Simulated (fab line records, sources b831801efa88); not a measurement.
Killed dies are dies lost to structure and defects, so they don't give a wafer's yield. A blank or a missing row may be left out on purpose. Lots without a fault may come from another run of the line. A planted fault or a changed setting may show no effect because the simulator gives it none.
Which tool did it? | flow sky130 | 11 lots, 33 wafers sampled, at 5 steps of a route of 708

WHAT THE GAUGES READ, wafer by wafer
SKY_LI_CONTACT_CD_MEAS_12: target cd 170 nm. Usual: cd_nm 169.8 nm, standard deviation 1.9.
lot  | measured     | on        | cd_nm (nm)        | flag
L554 | day 30 12:00 | cd_sem-02 | 168.9 168.1 168.0 |
L555 | day 31 02:03 | cd_sem-01 | 169.2 168.6 169.0 |
L556 | day 31 12:03 | cd_sem-02 | 167.2 168.4 167.5 |
L558 | day 31 19:51 | cd_sem-02 | 165.8 166.3 167.8 |
L559 | day 32 12:20 | cd_sem-02 | 169.3 169.2 169.9 |
L561 | day 33 02:14 | cd_sem-01 | 168.9 170.8 171.0 |
L562 | day 33 06:32 | cd_sem-02 | 168.6 168.0 168.2 |
L568 | day 35 12:07 | cd_sem-01 | 169.4 170.1 170.4 |
L569 | day 35 15:54 | cd_sem-01 | 171.6 172.3 172.5 |
L573 | day 36 19:15 | cd_sem-02 | 169.8 168.1 168.2 |
L575 | day 36 23:58 | cd_sem-02 | 172.8 172.1 174.1 |

SKY_CONTACT_THK_MEAS_01. Usual: CONTACT_CVD_00_THK 74.9 nm, standard deviation 0.91.
lot  | measured     | on            | CONTACT_CVD_00_THK (nm) | flag
L554 | day 31 19:13 | film_metro-04 | 74.4 74.8 75.8          |
L555 | day 32 09:05 | film_metro-04 | 74.4 74.3 75.9          |
L556 | day 32 18:39 | film_metro-03 | 72.8 74.7 74.0          |
L558 | day 33 01:56 | film_metro-03 | 74.4 74.8 74.4          |
L559 | day 33 17:31 | film_metro-02 | 74.6 74.9 74.5          |
L561 | day 34 08:35 | film_metro-03 | 74.5 74.5 75.6          |
L562 | day 34 12:55 | film_metro-02 | 74.8 75.7 77.0          |
L568 | day 36 17:35 | film_metro-04 | 74.0 74.6 75.6          |
L569 | day 36 21:08 | film_metro-02 | 74.8 75.0 76.3          |
L573 | day 38 00:56 | film_metro-03 | 74.7 75.9 75.5          |
L575 | day 38 05:08 | film_metro-03 | 73.7 73.3 75.1          |

SKY_CONTACT_BOW_MEAS_05. Usual: CONTACT_BOW 83 um, standard deviation 7.5.
lot  | measured     | on            | CONTACT_BOW (um) | flag
L554 | day 31 19:43 | film_metro-03 | 85 87 83         |
L555 | day 32 09:34 | film_metro-02 | 81 71 81         |
L556 | day 32 19:23 | film_metro-03 | 79 77 80         |
L558 | day 33 02:26 | film_metro-04 | 83 80 91         |
L559 | day 33 18:01 | film_metro-04 | 81 81 80         |
L561 | day 34 09:05 | film_metro-02 | 77 85 80         |
L562 | day 34 13:25 | film_metro-02 | 90 77 87         |
L568 | day 36 18:05 | film_metro-02 | 88 80 86         |
L569 | day 36 21:38 | film_metro-03 | 76 75 80         |
L573 | day 38 01:25 | film_metro-03 | 86 92 81         |
L575 | day 38 05:38 | film_metro-03 | 89 84 84         |

WHICH TOOL RAN EACH LOT (tool, then ch and the chambers of the sampled wafers, then the start)
lot  | SKY_LOCAL_INTERCONNECT_ETCH_13    | SKY_LOCAL_INTERCONNECT_STRIP_15
L554 | rie_metal-03 ch 0,1, day 31 18:23 | plasma_asher-02 ch 0,1, day 31 18:32
L555 | rie_metal-01 ch 0,1, day 32 08:19 | plasma_asher-02 ch 0,1, day 32 08:25
L556 | rie_metal-01 ch 0,1, day 32 17:55 | plasma_asher-02 ch 0,1, day 32 18:01
L558 | rie_metal-01 ch 0,1, day 33 01:08 | plasma_asher-04 ch 0,1, day 33 01:16
L559 | rie_metal-01 ch 0,1, day 33 16:44 | plasma_asher-01 ch 0,1, day 33 16:51
L561 | rie_metal-03 ch 0,1, day 34 07:46 | plasma_asher-02 ch 0,1, day 34 07:52
L562 | rie_metal-01 ch 0, day 34 11:49   | plasma_asher-02 ch 0,1, day 34 11:55
L568 | rie_metal-01 ch 0,1, day 36 16:49 | plasma_asher-02 ch 0,1, day 36 16:56
L569 | rie_metal-03 ch 0,1, day 36 20:22 | plasma_asher-02 ch 0,1, day 36 20:28
L573 | rie_metal-04 ch 0,1, day 38 00:10 | plasma_asher-02 ch 0,1, day 38 00:16
L575 | rie_metal-03 ch 1, day 38 04:17   | plasma_asher-04 ch 0,1, day 38 04:29
- SKY_LOCAL_INTERCONNECT_ETCH_13: etches BARC in N2/H2, stops on SiO2, time 45.9 s, target depth 60 nm.
- SKY_LOCAL_INTERCONNECT_STRIP_15: strips in O2/N2.

WHAT THE TOOLS THEMSELVES READ (means of the sampled wafers that have a number; where no wafer has one, the mark that the record gives instead)
SKY_LOCAL_INTERCONNECT_ETCH_13. Usual: drypump_motor_current_A 5.9 A, standard deviation 0.67; n2_flow_sccm 100.0 sccm, standard deviation 0.32; oes_product_au 0.849 a.u., standard deviation 0.0049; throttle_valve_pct 13.223 %, standard deviation 0.0086.
lot  | tool         | drypump_motor_current_A (A) | n2_flow_sccm (sccm) | oes_product_au (a.u.) | throttle_valve_pct (%) | flag
L554 | rie_metal-03 | 5.2                         | 100.0               | 0.851                 | 13.225                 |
L555 | rie_metal-01 | 6.5                         | 99.9                | 0.848                 | 13.222                 |
L556 | rie_metal-01 | 6.3                         | 99.8                | 0.852                 | 13.221                 |
L558 | rie_metal-01 | 6.3                         | 99.9                | 0.849                 | 13.218                 |
L559 | rie_metal-01 | 6.5                         | 100.0               | 0.847                 | 13.229                 |
L561 | rie_metal-03 | 5.1                         | 99.8                | 0.844                 | 13.229                 |
L562 | rie_metal-01 | 6.7                         | 99.5                | 0.847                 | 13.228                 |
L568 | rie_metal-01 | 6.3                         | 100.3               | 0.852                 | 13.218                 |
L569 | rie_metal-03 | 5.4                         | 100.3               | 0.849                 | 13.213                 |
L573 | rie_metal-04 | 5.9                         | 99.9                | 0.853                 | 13.226                 |
L575 | rie_metal-03 | 5.6                         | 100.2               | 0.847                 | 13.230                 |

SKY_LOCAL_INTERCONNECT_STRIP_15. Usual: drypump_motor_current_A 5.8 A, standard deviation 0.32; n2_flow_sccm 299.8 sccm, standard deviation 0.91; o2_flow_sccm 3002 sccm, standard deviation 9.1; oes_product_au 0.426 a.u., standard deviation 0.0042; strip_time_to_endpoint_s 4.711 s, standard deviation 0.018.
lot  | tool            | drypump_motor_current_A (A) | n2_flow_sccm (sccm) | o2_flow_sccm (sccm) | oes_product_au (a.u.) | strip_time_to_endpoint_s (s) | flag
L554 | plasma_asher-02 | 5.8                         | 300.3               | 3006                | 0.427                 | 4.706                        |
L555 | plasma_asher-02 | 5.9                         | 301.1               | 3001                | 0.427                 | 4.704                        |
L556 | plasma_asher-02 | 5.8                         | 299.2               | 2999                | 0.428                 | 4.734                        |
L558 | plasma_asher-04 | 6.0                         | 299.2               | 3005                | 0.424                 | 4.717                        |
L559 | plasma_asher-01 | 5.4                         | 299.4               | 3004                | 0.426                 | 4.714                        |
L561 | plasma_asher-02 | 5.8                         | 299.1               | 3005                | 0.428                 | 4.712                        |
L562 | plasma_asher-02 | 5.9                         | 299.0               | 2998                | 0.426                 | 4.722                        |
L568 | plasma_asher-02 | 5.8                         | 299.9               | 3006                | 0.421                 | 4.555                        | OFF
L569 | plasma_asher-02 | 5.9                         | 299.3               | 2998                | 0.423                 | 4.678                        |
L573 | plasma_asher-02 | 5.9                         | 300.5               | 3007                | 0.429                 | 4.715                        |
L575 | plasma_asher-04 | 6.0                         | 300.3               | 3000                | 0.425                 | 4.688                        |

THE ANSWER, worked out from the rows above alone
Rule: a lot is off if the mean of its wafers that have a number lies more than 3 standard deviations from the usual mean. A lot without any number at a reading at which 4 lots or more have one is off too. The other lots that the step has rows for count as sound. The gauges are gone through in route order, then the tools' own readings, and for those a lot's mean is taken as printed above. The first step at which some lot is off is used, and at that step the reading that is off furthest; a lot without a number counts as furthest.
Off: L568, at SKY_LOCAL_INTERCONNECT_STRIP_15 (strip_time_to_endpoint_s).
A tool fits if, at that step or a process step before it, it ran every lot that is off, and no sound lot after the first of them. One fits: rie_metal-01 at SKY_LOCAL_INTERCONNECT_ETCH_13. Its last sound lot is L562 (day 34 11:49), its first lot that is off L568 (day 36 16:49): a fault that began between those two fits.

WHAT THE SIMULATOR HAD PUT IN
Process parameter drift: rie_metal-01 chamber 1, from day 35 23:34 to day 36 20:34, at SKY_LOCAL_INTERCONNECT_ETCH_13. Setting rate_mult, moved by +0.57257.
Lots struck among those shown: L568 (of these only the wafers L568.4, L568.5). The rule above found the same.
